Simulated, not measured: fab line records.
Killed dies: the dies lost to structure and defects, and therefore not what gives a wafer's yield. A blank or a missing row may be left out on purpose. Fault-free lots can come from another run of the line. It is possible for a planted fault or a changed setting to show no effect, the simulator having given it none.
Which of the tools did it? / flow sky130 / 12 lots (36 wafers sampled), 1 step of a 708-step route

== WHAT THE GAUGES READ, wafer by wafer ==
SKY_VIA2_RS_MEAS_22: the measuring method here is four-point-probe.
lot=L075; measured=day 36 09:49; on=film metro-01; VIA2_W_RS (ohm/sq)=0.2888 0.2858 0.2923
lot=L077; measured=day 37 11:17; on=film metro-01; VIA2_W_RS (ohm/sq)=0.2854 0.2859 0.2875
lot=L079; measured=day 37 22:48; on=film metro-01; VIA2_W_RS (ohm/sq)=0.2853 0.2901 0.2859
lot=L081; measured=day 38 18:40; on=film metro-01; VIA2_W_RS (ohm/sq)=0.2878 0.2911 0.2891
lot=L083; measured=day 39 09:01; on=film metro-01; VIA2_W_RS (ohm/sq)=0.2902 0.2919 0.2871
lot=L084; measured=day 39 18:35; on=film metro-01; VIA2_W_RS (ohm/sq)=0.2830 0.2842 0.2869
lot=L087; measured=day 40 15:17; on=film metro-01; VIA2_W_RS (ohm/sq)=0.2862 0.2842 0.2853
lot=L089; measured=day 41 07:44; on=film metro-03; VIA2_W_RS (ohm/sq)=0.2888 0.2915 0.2897
lot=L091; measured=day 41 14:46; on=film metro-02; VIA2_W_RS (ohm/sq)=0.2862 0.2893 0.2897
lot=L093; measured=day 41 23:15; on=film metro-01; VIA2_W_RS (ohm/sq)=0.2853 0.2861 0.2914
lot=L095; measured=day 42 14:07; on=film metro-01; VIA2_W_RS (ohm/sq)=0.2879 0.2869 0.2893
lot=L097; measured=day 43 16:59; on=film metro-02; VIA2_W_RS (ohm/sq)=0.2858 0.2837 0.2911

== EACH LOT AND THE TOOL THAT RAN IT (in order: tool; ch and the chambers of the sampled wafers; start) ==
Before these readings, the record contains no process step.

== THE ANSWER, worked out from the rows above alone ==
Rule: usual is defined by the lots themselves. The widest of any qualifying gaps counts: lots, ordered by their means at a reading, are off when they make up no more than a third of the lots, leave a main group of 4 or more, and stand apart from it by 3 or more times the standard deviation of that group's means. Not used: any main group whose means are identical at the precision the tables above print for the reading. Also off: a lot with no number at a reading for which 4 or more lots have one. Where the step has rows for the other lots, those lots are counted as sound.
No lot is off at any reading shown: from this, nothing can be told.

== WHAT THE SIMULATOR HAD INSERTED ==
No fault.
